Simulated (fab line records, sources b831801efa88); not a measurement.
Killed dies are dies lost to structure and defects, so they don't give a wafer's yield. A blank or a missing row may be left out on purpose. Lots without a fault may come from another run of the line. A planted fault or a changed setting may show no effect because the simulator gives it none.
Chamber matching | flow sky130 | SKY_VIA3_ETCH_14 on rie_diel-01: 4 sister chambers
The step etches BARC in N2/H2, stops on SiO2, time 45.9 s, target depth 60 nm. 14 wafers are shown with their chamber, then 7 later ones without.

WAFERS WITH THEIR CHAMBER
wafer  | chamber | drypump_motor_current_A (A) | oes_product_au (a.u.) | throttle_valve_pct (%)
L076.1 | 3       | 5.2                         | 0.850                 | 13.220
L076.5 | 2       | 5.2                         | 0.851                 | 13.223
L076.6 | 1       | 6.6                         | 0.860                 | 13.229
L081.1 | 2       | 5.2                         | 0.859                 | 13.224
L081.2 | 0       | 5.2                         | 0.851                 | 13.225
L081.6 | 0       | 5.2                         | 0.860                 | 13.234
L082.2 | 0       | 5.2                         | 0.852                 | 13.219
L082.4 | 1       | 6.6                         | 0.857                 | 13.237
L082.6 | 3       | 5.2                         | 0.854                 | 13.223
L084.2 | 1       | 6.7                         | 0.855                 | 13.218
L084.4 | 3       | 5.2                         | 0.853                 | 13.224
L084.6 | 2       | 5.2                         | 0.847                 | 13.215
L088.1 | 1       | 6.6                         | 0.856                 | 13.223
L088.4 | 1       | 6.6                         | 0.861                 | 13.226

SIGNATURES (means of the wafers above)
reading                 | chamber 0 | chamber 1 | chamber 2 | chamber 3 | scatter within a chamber
drypump_motor_current_A | 5.200     | 6.620     | 5.200     | 5.200     | 0.0283
oes_product_au          | 0.85433   | 0.85780   | 0.85233   | 0.85233   | 0.00398
throttle_valve_pct      | 13.22600  | 13.22660  | 13.22067  | 13.22233  | 0.0061
Rule: a wafer's distance from a chamber is the root of the sum, over the readings, of the square of ((its reading less the chamber's mean) divided by the reading's scatter). The wafer belongs to the nearest chamber; if the next one is less than 2 further off, it can't be placed. The scatter: the root of (the sum of the squares of (reading less its chamber's mean) over the shown wafers, divided by (wafers less chambers)).

WAFERS WITHOUT THEIR CHAMBER
wafer  | drypump_motor_current_A (A) | oes_product_au (a.u.) | throttle_valve_pct (%)
L088.6 | 5.2                         | 0.852                 | 13.222
L090.2 | 5.2                         | 0.866                 | 13.230
L090.5 | 5.2                         | 0.852                 | 13.237
L090.6 | 5.2                         | 0.862                 | 13.214
L095.3 | 5.2                         | 0.859                 | 13.210
L095.4 | 5.2                         | 0.859                 | 13.231
L095.5 | 5.2                         | 0.855                 | 13.226

WHICH CHAMBER EACH WENT THROUGH
wafer  | from the rows above          | in truth
L088.6 | can't be placed: 3 or 2 or 0 | 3
L090.2 | can't be placed: 0 or 3 or 2 | 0
L090.5 | can't be placed: 0 or 3 or 2 | 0
L090.6 | can't be placed: 2 or 0 or 3 | 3
L095.3 | can't be placed: 2 or 3 or 0 | 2
L095.4 | can't be placed: 0 or 3 or 2 | 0
L095.5 | can't be placed: 0 or 3 or 2 | 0
Placed correctly: 0 of 7. Can't be placed from these rows: 7 (the true chamber is among the candidates in 7). Placed wrongly: 0.
